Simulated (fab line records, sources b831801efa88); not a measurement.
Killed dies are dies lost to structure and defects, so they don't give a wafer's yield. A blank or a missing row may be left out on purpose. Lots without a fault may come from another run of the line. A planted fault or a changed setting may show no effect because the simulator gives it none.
fab line records | flow sky130
record lots=11 wafers=33 last_day=50
route steps=708 shown FIELD_ISO@14 NWELL@34 PAD_OPEN@708
lots that met no fault: from a run of the same line without faults
start_h: hours from the record's first day to the start of the lot's first wafer shown | wait_h: hours since the lot's step before | " the same as in the row above | L1.1+2: a row that stands for several wafers | - no value, or no start given | * or withheld: withheld | < > ~ a bound
route shown NAME@n: a module of which the file shows steps, and the number in the route of the first | usual: mean/standard deviation of fault-free wafers | same: alike in all rows | chamber/n: place in a boat | sites: the reading at each site | _std_site: their standard deviation | _edge_site: outer sites' mean less inner sites' | radius_mm: how far each site lies from the wafer's centre | mask NAME#n: copy n | behind: the tool/chamber that last shaped the wafer | hold: why the lot was held/for how many hours/how that ended | device: the transistor (n, p or np) that didn't switch | end of line: the same wafers' tests at the end of the route | a step without rows: its recipe alone | killed: dies lost to structure and defects at the first sort, not the wafer's yield | map: a wafer's dies, x killed, . not, _ none there
set.NAME: the setting as run; set.NAME@STEP: as run at that earlier step | model.NAME: the simulator's own value behind a step, which no gauge read
steps of the route over a sample of lots; a table a step, a row a wafer
services: from which hour (start_h, from the record's first day; less than 0 if before it) a tool's chamber was out of use, for how many hours, and why
## steps
# step SKY_FIELD_ISO_CD_MEAS_13
# recipe target_cd_nm=150
# usual cd_nm=149.9/1.5
# columns lot.wafer tool chamber start_h wait_h cd_nm
L179.1 cd_sem-02 - 29.38 - 151.3
L179.3 " - " " 151.1
L179.6 " - " " 150.8
L183.1 cd_sem-01 - 50.59 - 148.5
L183.3 " - " " 148.0
L183.6 " - " " 147.0
L186.1 cd_sem-02 - 67.37 - 150.6
L186.2 " - " " 150.7
L186.6 " - " " 150.5
L187.1 cd_sem-02 - 70.40 - 150.6
L187.2 " - " " 147.3
L187.3 " - " " 150.3
L188.3 cd_sem-02 - 75.48 - 149.4
L188.4 " - " " 150.4
L188.5 " - " " 150.0
L189.4 cd_sem-02 - 79.90 - 150.4
L189.5 " - " " 149.3
L189.6 " - " " 147.6
L191.3 cd_sem-01 - 93.11 - 152.3
L191.4 " - " " 151.1
L191.6 " - " " 150.7
L193.1 cd_sem-01 - 101.02 - 148.2
L193.3 " - " " 146.9
L193.4 " - " " 147.3
L194.3 cd_sem-01 - 109.47 - 152.4
L194.4 " - " " 151.9
L194.5 " - " " 151.3
L200.2 cd_sem-02 - 139.50 - 148.7
L200.4 " - " " 148.2
L200.5 " - " " 147.6
L201.1 cd_sem-02 - 143.37 - 149.7
L201.5 " - " " 149.5
L201.6 " - " " 150.4
# step SKY_FIELD_ISO_ETCH_17
# recipe target_depth_a=3420 mask_material=Si3N4 chemistry=HBr/Cl2/O2 target=Si taper_deg=5 icp_w=600 bias_w=150 pressure_mtorr=15 HBr_flow_sccm=150 Cl2_flow_sccm=40 O2_flow_sccm=6 time_s=97.7
# usual drypump_motor_current_A=5.6/0.42 oes_product_au=0.999/0.0098 throttle_valve_pct=25.656/0.011
# same time_s=97.7
# columns lot.wafer tool chamber start_h wait_h drypump_motor_current_A oes_product_au rf_hours_counter_h throttle_valve_pct
L179.1 rie_si-01 1 29.70 0.1 4.9 0.995 25 25.661
L179.3 " 2 " " 6.0 1.032 158 25.645
L179.6 " 0 " " 5.8 1.001 - 25.645
L183.1 rie_si-02 2 50.90 0.1 5.5 1.002 2 25.645
L183.3 " 0 " " 6.3 0.996 89 25.647
L183.6 " 3 " " 5.6 1.006 - 25.649
L186.1 rie_si-01 3 67.69 0.1 5.8 0.995 136 25.658
L186.2 " 0 " " 5.8 0.989 110 25.666
L186.6 " 1 " " 4.9 0.983 - 25.666
L187.1 rie_si-02 1 70.72 0.1 5.2 0.995 111 25.648
L187.2 " 2 " " 5.5 0.992 2 25.662
L187.3 " 0 " " 6.3 0.999 89 25.655
L188.3 rie_si-02 3 75.75 0.0 5.7 1.007 130 25.653
L188.4 " 1 " " 5.2 0.996 111 25.643
L188.5 " 0 " " 6.3 0.996 - 25.660
L189.4 rie_si-01 2 80.15 0.0 6.0 1.005 0 25.649
L189.5 " 3 " " 5.8 0.992 - 25.658
L189.6 " 2 " " 6.0 0.998 - 25.641
L191.3 rie_si-01 0 93.39 0.0 5.8 0.998 110 25.650
L191.4 " 1 " " 5.0 0.996 26 25.673
L191.6 " 0 " " 5.8 0.994 - 25.653
L193.1 rie_si-01 3 101.34 0.1 5.7 1.003 137 25.649
L193.3 " 1 " " 4.9 0.988 26 25.658
L193.4 " 2 " " 6.0 1.014 0 25.644
L194.3 rie_si-02 2 109.75 0.0 5.5 0.989 2 25.666
L194.4 " 3 " " 5.6 1.008 130 25.654
L194.5 " 1 " " 5.2 1.000 - 25.651
L200.2 rie_si-01 2 139.80 0.1 6.0 0.997 1 25.658
L200.4 " 0 " " 5.8 0.998 - 25.648
L200.5 " 1 " " 4.9 0.978 - 25.664
L201.1 rie_si-01 0 143.69 0.1 5.8 0.998 111 25.656
L201.5 " 0 " " 5.8 0.991 - 25.662
L201.6 " 2 " " 6.0 0.990 - 25.642
# step SKY_NWELL_THK_MEAS_02
# recipe reads=SiO2_of_NWELL_OXIDATION_01
# usual NWELL_OXIDATION_THK=10.01/0.2
# columns lot.wafer tool chamber start_h wait_h NWELL_OXIDATION_THK[nm]
L179.1 film_metro-03 - 39.84 0.0 10.22
L179.3 " - " " 10.50
L179.6 " - " " 10.28
L183.1 film_metro-01 - 57.89 0.0 9.74
L183.3 " - " " 9.74
L183.6 " - " " 9.77
L186.1 film_metro-01 - 79.08 0.0 9.80
L186.2 " - " " 9.73
L186.6 " - " " 9.92
L187.1 film_metro-03 - 79.08 0.0 10.01
L187.2 " - " " 9.93
L187.3 " - " " 9.81
L188.3 film_metro-03 - 83.05 0.0 10.19
L188.4 " - " " 10.31
L188.5 " - " " 10.15
L189.4 film_metro-03 - 88.64 0.0 9.82
L189.5 " - " " 9.82
L189.6 " - " " 10.01
L191.3 film_metro-01 - 102.59 0.0 10.00
L191.4 " - " " 9.99
L191.6 " - " " 9.83
L193.1 film_metro-03 - 116.81 0.0 10.09
L193.3 " - " " 10.10
L193.4 " - " " 9.98
L194.3 film_metro-01 - 121.25 0.0 9.77
L194.4 " - " " 9.77
L194.5 " - " " 9.96
L200.2 film_metro-03 - 150.92 0.0 10.16
L200.4 " - " " 10.21
L200.5 " - " " 10.28
L201.1 film_metro-04 - 154.73 0.0 9.73
L201.5 " - " " 9.88
L201.6 " - " " 9.74
# step SKY_NWELL_IMPLANT_11
# recipe species=P energy_kev=400 dose_cm2=1.9e+13 tilt_deg=withheld
# usual beam_energy_keV=400.00/0.11 beam_on_s=9.99/0.21 dose_ions_cm2=1.9002e+13/2.1e+10 faraday_current_uA=107.3/2.2
# columns lot.wafer tool chamber start_h wait_h beam_energy_keV beam_on_s dose_ions_cm2 faraday_current_uA
L179.1 implanter-01 0 86.82 0.0 400.16 10.05 1.9002e+13 106.9
L179.3 " 0 " " 400.06 9.95 1.9019e+13 107.6
L179.6 " 0 " " 399.94 10.22 1.9018e+13 105.0
L183.1 implanter-01 0 109.57 0.0 399.93 10.19 1.9001e+13 105.2
L183.3 " 0 " " 399.88 9.96 1.9013e+13 107.6
L183.6 " 0 " " 400.08 10.02 1.8999e+13 107.2
L186.1 implanter-04 0 132.74 0.0 399.93 9.81 1.9035e+13 108.9
L186.2 " 0 " " 399.94 9.93 1.8985e+13 107.7
L186.6 " 0 " " 399.95 9.84 1.9014e+13 108.6
L187.1 implanter-01 0 133.37 0.0 400.17 10.08 1.901e+13 106.1
L187.2 " 0 " " 399.92 9.76 1.9029e+13 109.7
L187.3 " 0 " " 399.99 10.06 1.9006e+13 106.5
L188.3 implanter-03 0 137.27 0.1 400.21 10.04 1.9022e+13 106.5
L188.4 " 0 " " 400.08 9.94 1.9027e+13 107.9
L188.5 " 0 " " 399.92 9.93 1.901e+13 107.5
L189.4 implanter-03 0 142.90 0.1 400.13 10.16 1.8984e+13 105.5
L189.5 " 0 " " 400.00 10.27 1.8969e+13 104.3
L189.6 " 0 " " 399.97 10.22 1.8989e+13 104.7
L191.3 implanter-04 0 158.67 0.1 400.10 10.13 1.8985e+13 106.0
L191.4 " 0 " " 400.02 10.06 1.8968e+13 106.4
L191.6 " 0 " " 400.09 9.96 1.9012e+13 107.5
L193.1 implanter-04 0 174.11 0.0 399.74 13.59 3.6454e+13 151.1
L193.3 " 0 " " 399.79 13.66 3.648e+13 150.3
L193.4 " 0 " " 399.97 12.69 3.645e+13 161.6
L194.3 implanter-04 0 180.26 0.1 399.95 13.24 3.6423e+13 155.8
L194.4 " 0 " " 399.86 13.47 3.6456e+13 152.6
L194.5 " 0 " " 400.07 13.40 3.6473e+13 153.5
L200.2 implanter-01 0 213.39 0.0 399.81 9.86 1.8959e+13 108.7
L200.4 " 0 " " 400.07 10.01 1.9018e+13 107.0
L200.5 " 0 " " 400.08 9.87 1.9009e+13 108.5
L201.1 implanter-03 0 217.04 0.0 400.00 9.94 1.9053e+13 108.0
L201.5 " 0 " " 400.02 10.07 1.9005e+13 106.3
L201.6 " 0 " " 400.03 9.88 1.9017e+13 108.3
# step SKY_NWELL_TW_MEAS_15
# usual NWELL_TW=1814/28
# columns lot.wafer tool chamber start_h wait_h hold NWELL_TW
L179.1 film_metro-03 - 87.37 0.1 - 1836
L179.3 " - " " - 1827
L179.6 " - " " - 1820
L183.1 film_metro-01 - 110.12 0.1 - 1789
L183.3 " - " " - 1789
L183.6 " - " " - 1780
L186.1 film_metro-03 - 133.29 0.1 - 1838
L186.2 " - " " - 1834
L186.6 " - " " - 1838
L187.1 film_metro-04 - 133.92 0.1 - 1818
L187.2 " - " " - 1815
L187.3 " - " " - 1808
L188.3 film_metro-03 - 137.79 0.1 - 1835
L188.4 " - " " - 1833
L188.5 " - " " - 1840
L189.4 film_metro-03 - 143.40 0.1 - 1827
L189.5 " - " " - 1836
L189.6 " - " " - 1832
L191.3 film_metro-03 - 159.19 0.1 - 1855
L191.4 " - " " - 1841
L191.6 " - " " - 1854
L193.1 film_metro-01 - 174.66 0.1 await_dispo/0.2h/release 2159
L193.3 " - " " await_dispo/0.2h/release 2168
L193.4 " - " " await_dispo/0.2h/release 2174
L193.1 film_metro-01 - 174.89 0.2 - 2167
L193.3 " - " " - 2165
L193.4 " - " " - 2153
L194.3 film_metro-01 - 180.78 0.1 await_dispo/0.2h/release 2163
L194.4 " - " " await_dispo/0.2h/release 2165
L194.5 " - " " await_dispo/0.2h/release 2156
L194.3 film_metro-01 - 181.01 0.2 - 2167
L194.4 " - " " - 2166
L194.5 " - " " - 2174
L200.2 film_metro-01 - 213.92 0.1 - 1782
L200.4 " - " " - 1784
L200.5 " - " " - 1775
L201.1 film_metro-03 - 217.59 0.1 - 1872
L201.5 " - " " - 1850
L201.6 " - " " - 1853
# step SKY_NWELL_RS_MEAS_29
# recipe thk_meas_gauge=four-point-probe
# usual NWELL_RS=624.2/1.8
# columns lot.wafer tool chamber start_h wait_h hold NWELL_RS[ohm/sq]
L179.1 film_metro-04 - 105.68 0.1 - 623.9
L179.3 " - " " - 625.0
L179.6 " - " " - 623.3
L183.1 film_metro-03 - 128.17 0.1 - 625.3
L183.3 " - " " - 625.7
L183.6 " - " " - 626.7
L186.1 film_metro-04 - 152.85 0.1 - 624.0
L186.2 " - " " - 622.5
L186.6 " - " " - 623.9
L187.1 film_metro-03 - 153.07 0.1 - 625.4
L187.2 " - " " - 626.5
L187.3 " - " " - 627.1
L188.3 film_metro-01 - 156.67 0.1 - 626.1
L188.4 " - " " - 628.3
L188.5 " - " " - 624.9
L189.4 film_metro-01 - 162.83 0.1 - 626.0
L189.5 " - " " - 625.8
L189.6 " - " " - 625.2
L191.3 film_metro-04 - 180.79 0.1 - 623.7
L191.4 " - " " - 623.5
L191.6 " - " " - 623.4
L193.1 film_metro-01 - 196.72 0.1 await_dispo/0.2h/release 441.7
L193.3 " - " " await_dispo/0.2h/release 440.3
L193.4 " - " " await_dispo/0.2h/release 440.7
L193.1 film_metro-01 - 197.08 0.3 - 440.5
L193.3 " - " " - 440.2
L193.4 " - " " - 439.4
L194.3 film_metro-03 - 201.63 0.1 await_dispo/0.2h/release 440.8
L194.4 " - " " await_dispo/0.2h/release 439.9
L194.5 " - " " await_dispo/0.2h/release 441.5
L194.3 film_metro-03 - 201.99 0.3 - 441.0
L194.4 " - " " - 441.7
L194.5 " - " " - 440.5
L200.2 film_metro-03 - 236.60 0.1 - 622.9
L200.4 " - " " - 621.8
L200.5 " - " " - 620.2
L201.1 film_metro-04 - 241.20 0.1 - 621.0
L201.5 " - " " - 623.1
L201.6 " - " " - 621.5
# step SKY_PAD_OPEN_PROBE_99
# usual defect_limited_yield=82.4/1.9 killed_at_M0_to_M3=43/7.1 killed_at_M4_up=3.2/1.7 killed_at_contacts=24/5.6 killed_at_front_end=16/5 killed_at_other=0.4/0.68 killed_dies=86/9.3 killed_on_rim=17/3.8 killed_open=47/7.1 killed_short=39/5.7 sort_bin_3_pad_short=0.9/0.38 sort_bin_5_function=10.4/1.5 sort_bin_6_memory=6.3/1.3 sort_n_pass=406/9.3 sort_yield_pct=82.4/1.9
# same gross_dies=492 killed_at_back_side=0 sort_bin_4_leakage[%]=0 sort_bin_8_speed[%]=0
# columns lot.wafer tool chamber start_h wait_h defect_limited_yield[%] killed_at_M0_to_M3 killed_at_M4_up killed_at_contacts killed_at_front_end killed_at_other killed_dies killed_on_rim killed_open killed_short sort_bin_3_pad_short[%] sort_bin_5_function[%] sort_bin_6_memory[%] sort_n_pass sort_yield_pct[%]
L179.1 prober-01 - 1073.26 0.1 80.7 41 4 24 26 0 95 22 57 38 0 13.8 5.5 397 80.7
L179.3 prober-01 - 1073.36 0.2 84.1 36 1 23 18 0 78 18 43 35 0.2 8.9 6.7 414 84.1
L179.6 prober-01 - 1073.51 0.2 83.1 39 4 25 15 0 83 20 41 42 0.6 9.1 7.1 409 83.1
L183.1 prober-01 - 1102.40 0.1 83.7 41 5 18 15 1 80 21 39 39 0.8 9.8 5.7 412 83.7
L183.3 prober-01 - 1102.50 0.2 85.4 39 2 12 19 0 72 13 34 37 1.0 8.9 4.7 420 85.4
L183.6 prober-01 - 1102.65 0.2 82.3 44 7 26 10 0 87 21 44 43 1.0 8.5 8.1 405 82.3
L186.1 prober-02 - 1128.76 0.1 78.7 47 4 42 12 0 105 23 60 45 1.0 13.8 6.5 387 78.7
L186.2 prober-02 - 1128.81 0.1 81.1 41 4 24 24 0 93 19 55 38 1.2 10.4 7.3 399 81.1
L186.6 prober-02 - 1129.01 0.2 84.6 34 2 28 12 0 76 14 46 30 0.4 9.8 5.3 416 84.6
L187.1 prober-01 - 1129.28 0.1 83.1 42 6 23 12 0 83 18 45 38 0.6 11.4 4.9 409 83.1
L187.2 prober-01 - 1129.33 0.1 79.5 47 2 30 21 1 101 17 62 39 1.4 11.0 8.1 391 79.5
L187.3 prober-01 - 1129.38 0.2 80.5 45 2 34 15 0 96 17 63 33 0.6 11.8 7.1 396 80.5
L188.3 prober-02 - 1135.30 0.2 83.9 41 2 26 10 0 79 13 41 38 0.8 11.0 4.3 413 83.9
L188.4 prober-02 - 1135.35 0.2 81.7 58 2 15 14 1 90 15 56 33 0.6 11.0 6.7 402 81.7
L188.5 prober-02 - 1135.40 0.2 83.9 43 3 24 9 0 79 21 50 29 0.6 11.2 4.3 413 83.9
L189.4 prober-01 - 1140.06 0.2 82.5 55 4 19 8 0 86 16 48 37 0.8 11.6 5.1 406 82.5
L189.5 prober-01 - 1140.11 0.2 82.5 47 2 26 10 1 86 14 53 33 0.4 8.9 8.1 406 82.5
L189.6 prober-01 - 1140.16 0.2 81.7 45 4 31 9 1 90 21 45 44 0.8 10.0 7.5 402 81.7
L191.3 prober-01 - 1154.39 0.2 83.5 55 6 8 12 0 81 7 39 42 1.4 9.1 5.9 411 83.5
L191.4 prober-01 - 1154.44 0.2 87.6 36 4 13 8 0 61 13 34 27 0.6 7.7 4.1 431 87.6
L191.6 prober-01 - 1154.54 0.2 86.0 32 5 15 17 0 69 15 38 31 0 8.1 5.9 423 86.0
L200.2 prober-01 - 1192.00 0.1 81.1 49 3 22 19 0 93 12 49 44 1.0 12.4 5.5 399 81.1
L200.4 prober-01 - 1192.10 0.2 85.0 39 2 20 13 0 74 12 44 30 0.8 9.6 4.7 418 85.0
L200.5 prober-01 - 1192.15 0.2 81.3 48 5 26 13 0 92 22 51 40 0.8 11.4 6.5 400 81.3
L201.1 prober-02 - 1201.82 0.1 84.6 42 1 13 20 0 76 17 37 39 1.0 8.7 5.7 416 84.6
L201.5 prober-02 - 1202.02 0.2 83.7 35 4 27 14 0 80 16 45 35 1.0 9.3 5.9 412 83.7
L201.6 prober-02 - 1202.07 0.2 80.5 58 4 20 14 0 96 24 58 38 0.6 11.0 7.9 396 80.5
# killed by level:class
L179.1 VIA1:geometric_particle:open=14 POLY_GATE:geometric_particle:open=7 LI_CONTACT:geometric_particle:open=7 CONTACT:geometric_particle:open=7 VIA3:geometric_particle:open=7 FIELD_ISO:geometric_particle:short=6 VIA2:geometric_particle:open=6 CONTACT:geometric_particle:short=5
L179.3 CONTACT:geometric_particle:open=9 FIELD_ISO:geometric_particle:open=8 VIA1:geometric_particle:short=8 LI_CONTACT:geometric_particle:open=7 VIA1:geometric_particle:open=6 FIELD_ISO:geometric_particle:short=5 VIA2:geometric_particle:open=5 CONTACT:geometric_particle:short=4
L179.6 CONTACT:geometric_particle:open=8 VIA1:geometric_particle:open=8 FIELD_ISO:geometric_particle:short=7 VIA1:geometric_particle:short=6 CONTACT:geometric_particle:short=6 VIA2:geometric_particle:open=5 VIA3:geometric_particle:open=5 LI_CONTACT:geometric_particle:open=4
L183.1 CONTACT:geometric_particle:open=8 LI_CONTACT:geometric_particle:open=6 VIA1:geometric_particle:open=6 VIA3:geometric_particle:open=6 FIELD_ISO:geometric_particle:short=5 POLY_GATE:geometric_particle:short=5 METAL1:geometric_particle:short=5 VIA1:geometric_particle:short=5
L183.3 VIA1:geometric_particle:open=10 POLY_GATE:geometric_particle:short=7 VIA3:geometric_particle:open=7 METAL1:geometric_particle:short=6 METAL2:geometric_particle:short=4 FIELD_ISO:geometric_particle:open=3 POLY_GATE:geometric_particle:open=3 LOCAL_INTERCONNECT:geometric_particle:short=3
L183.6 VIA1:geometric_particle:short=12 CONTACT:geometric_particle:open=10 VIA2:geometric_particle:open=8 VIA1:geometric_particle:open=8 LI_CONTACT:geometric_particle:open=5 CONTACT:geometric_particle:short=4 METAL4:geometric_particle:short=4 FIELD_ISO:geometric_particle:open=3
L186.1 CONTACT:geometric_particle:open=14 LI_CONTACT:geometric_particle:open=11 VIA1:geometric_particle:open=10 METAL2:geometric_particle:short=9 METAL1:geometric_particle:short=8 VIA3:geometric_particle:open=7 LOCAL_INTERCONNECT:geometric_particle:short=7 CONTACT:geometric_particle:short=6
L186.2 VIA1:geometric_particle:open=13 CONTACT:geometric_particle:open=10 FIELD_ISO:geometric_particle:short=7 FIELD_ISO:geometric_particle:open=7 LI_CONTACT:geometric_particle:open=6 METAL2:geometric_particle:short=6 METAL1:geometric_particle:short=6 CONTACT:geometric_particle:short=5
L186.6 CONTACT:geometric_particle:open=17 VIA1:geometric_particle:open=9 CONTACT:geometric_particle:short=6 VIA2:geometric_particle:open=5 VIA3:geometric_particle:short=5 VIA2:geometric_particle:short=5 FIELD_ISO:geometric_particle:open=4 VIA3:geometric_particle:open=4
L187.1 CONTACT:geometric_particle:open=11 VIA1:geometric_particle:open=8 VIA1:geometric_particle:short=6 VIA3:geometric_particle:open=6 VIA2:geometric_particle:open=5 METAL2:geometric_particle:short=4 LI_CONTACT:geometric_particle:short=4 VIA2:geometric_particle:short=4
L187.2 CONTACT:geometric_particle:open=12 VIA1:geometric_particle:open=10 VIA3:geometric_particle:open=9 POLY_GATE:geometric_particle:short=8 VIA2:geometric_particle:open=8 METAL2:geometric_particle:short=7 POLY_GATE:geometric_particle:open=6 LI_CONTACT:geometric_particle:open=6
L187.3 VIA1:geometric_particle:open=15 CONTACT:geometric_particle:open=13 CONTACT:geometric_particle:short=9 VIA2:geometric_particle:open=8 LI_CONTACT:geometric_particle:open=7 LOCAL_INTERCONNECT:geometric_particle:short=5 VIA1:geometric_particle:short=5 VIA3:geometric_particle:open=5
L188.3 VIA1:geometric_particle:open=9 VIA2:geometric_particle:open=8 CONTACT:geometric_particle:open=7 LI_CONTACT:geometric_particle:open=7 LOCAL_INTERCONNECT:geometric_particle:short=6 METAL1:geometric_particle:short=5 VIA1:geometric_particle:short=5 LI_CONTACT:geometric_particle:short=4
L188.4 VIA2:geometric_particle:open=12 VIA1:geometric_particle:open=9 VIA3:geometric_particle:open=8 CONTACT:geometric_particle:open=7 FIELD_ISO:geometric_particle:open=6 VIA2:geometric_particle:short=6 METAL1:geometric_particle:short=4 VIA1:geometric_particle:short=4
L188.5 CONTACT:geometric_particle:open=11 VIA2:geometric_particle:open=9 VIA1:geometric_particle:open=6 VIA3:geometric_particle:open=6 METAL2:geometric_particle:short=5 FIELD_ISO:geometric_particle:open=4 LI_CONTACT:geometric_particle:open=4 METAL1:geometric_particle:short=4
L189.4 VIA1:geometric_particle:open=15 CONTACT:geometric_particle:open=8 VIA3:geometric_particle:open=7 VIA2:geometric_particle:open=6 LI_CONTACT:geometric_particle:open=5 VIA1:geometric_particle:short=5 VIA3:geometric_particle:short=5 LI_CONTACT:geometric_particle:short=4
L189.5 VIA1:geometric_particle:open=14 CONTACT:geometric_particle:open=10 LI_CONTACT:geometric_particle:open=9 VIA2:geometric_particle:open=6 METAL1:geometric_particle:short=5 METAL2:geometric_particle:short=4 VIA3:geometric_particle:short=4 VIA3:geometric_particle:open=4
L189.6 VIA1:geometric_particle:open=12 LI_CONTACT:geometric_particle:open=9 CONTACT:geometric_particle:open=9 METAL1:geometric_particle:short=6 VIA1:geometric_particle:short=6 VIA2:geometric_particle:short=5 CONTACT:geometric_particle:short=4 VIA2:geometric_particle:open=4
L191.3 VIA3:geometric_particle:open=11 METAL2:geometric_particle:short=8 METAL1:geometric_particle:short=7 VIA1:geometric_particle:open=6 VIA3:geometric_particle:short=6 POLY_GATE:geometric_particle:short=5 VIA2:geometric_particle:open=5 METAL4:geometric_particle:short=5
L191.4 VIA1:geometric_particle:open=6 CONTACT:geometric_particle:open=5 VIA2:geometric_particle:open=5 VIA3:geometric_particle:open=5 VIA1:geometric_particle:short=4 FIELD_ISO:geometric_particle:short=3 FIELD_ISO:geometric_particle:open=3 CONTACT:geometric_particle:short=3
L191.6 VIA1:geometric_particle:open=9 CONTACT:geometric_particle:open=6 POLY_GATE:geometric_particle:short=5 METAL1:geometric_particle:short=4 VIA1:geometric_particle:short=4 METAL2:geometric_particle:short=4 VIA2:geometric_particle:open=4 VIA3:geometric_particle:open=4
L200.2 VIA3:geometric_particle:open=10 VIA2:geometric_particle:open=8 FIELD_ISO:geometric_particle:short=7 LI_CONTACT:geometric_particle:open=7 CONTACT:geometric_particle:open=7 METAL1:geometric_particle:short=6 VIA1:geometric_particle:open=5 VIA3:geometric_particle:short=5
L200.4 CONTACT:geometric_particle:open=12 VIA1:geometric_particle:open=6 VIA2:geometric_particle:open=6 FIELD_ISO:geometric_particle:open=4 METAL2:geometric_particle:short=4 VIA2:geometric_particle:short=4 VIA3:geometric_particle:open=4 CONTACT:geometric_particle:short=3
L200.5 VIA1:geometric_particle:open=17 CONTACT:geometric_particle:open=8 LI_CONTACT:geometric_particle:open=6 METAL3:geometric_particle:short=6 CONTACT:geometric_particle:short=5 METAL1:geometric_particle:short=5 VIA1:geometric_particle:short=5 LOCAL_INTERCONNECT:geometric_particle:short=4
L201.1 VIA3:geometric_particle:open=10 METAL3:geometric_particle:short=7 METAL1:geometric_particle:short=6 CONTACT:geometric_particle:open=6 VIA1:geometric_particle:short=5 FIELD_ISO:geometric_particle:short=4 POLY_GATE:geometric_particle:open=4 VIA2:geometric_particle:open=4
L201.5 LI_CONTACT:geometric_particle:open=12 VIA3:geometric_particle:open=7 CONTACT:geometric_particle:short=6 POLY_GATE:geometric_particle:open=5 VIA1:geometric_particle:open=5 VIA2:geometric_particle:open=5 FIELD_ISO:geometric_particle:short=4 METAL2:geometric_particle:short=4
L201.6 VIA1:geometric_particle:open=14 VIA3:geometric_particle:open=12 LI_CONTACT:geometric_particle:open=7 CONTACT:geometric_particle:open=7 VIA2:geometric_particle:open=6 METAL2:geometric_particle:short=6 FIELD_ISO:geometric_particle:open=5 METAL3:geometric_particle:short=5
## services
# columns tool chamber start_h hours kind
rie_si-01 3 8.71 2.1 repair
implanter-01 - 20.00 3.1 repair
implanter-04 - 32.46 0.5 repair
rie_si-01 1 44.14 3.4 repair
rie_si-01 2 47.57 - clean
rie_si-01 2 47.57 23.6 scheduled_down
rie_si-01 2 47.57 23.6 vent_cycle
implanter-04 - 53.72 1.9 repair
rie_si-02 3 79.77 6.3 repair
implanter-01 - 82.29 2.8 repair
implanter-04 - 106.46 1.2 repair
implanter-03 - 131.61 3.2 pm
implanter-03 - 139.06 3.4 repair
rie_si-01 3 139.30 - clean
rie_si-01 3 139.30 19.2 scheduled_down
rie_si-01 3 139.30 19.2 vent_cycle
implanter-03 - 146.76 5.8 repair
rie_si-01 - 154.29 2.8 pm
rie_si-02 3 167.12 - clean
rie_si-02 3 167.12 21.1 scheduled_down
implanter-03 - 184.48 2.4 repair
implanter-04 - 192.85 3.6 pm
rie_si-01 2 206.24 8.0 repair
implanter-04 - 213.52 4.1 pm
## key
first_sign step=SKY_NWELL_IMPLANT_11 reading=dose_ions_cm2 direction=up sigmas=99+ usual=* struck=*
effect step=SKY_NWELL_IMPLANT_11 reading=faraday_current_uA direction=up sigmas=21 usual=107.3 struck=154.1
effect step=SKY_NWELL_TW_MEAS_15 reading=visit direction=added
effect step=SKY_NWELL_TW_MEAS_15 reading=NWELL_TW direction=up sigmas=13 usual=1814 struck=2164
effect step=SKY_NWELL_RS_MEAS_29 reading=visit direction=added
effect step=SKY_NWELL_RS_MEAS_29 reading=NWELL_RS direction=down sigmas=99+ usual=624.2 struck=440.8
met_at SKY_NWELL_IMPLANT_11
struck_lots L193,L194
scrapped_behind SKY_NWELL_RS_MEAS_29 L193.1,L193.3,L193.4,L194.3,L194.4,L194.5
not_acting_at SKY_FIELD_ISO_CD_MEAS_13,SKY_FIELD_ISO_ETCH_17,SKY_NWELL_THK_MEAS_02
onset_between 158.67 174.11
fault kind=process_parameter_drift tool=implanter-04 chamber=- onset_h=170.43 steps=SKY_NWELL_IMPLANT_11 channel=dose_cm2 offset=* shape=step end_h=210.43 acts_in=* stated=*
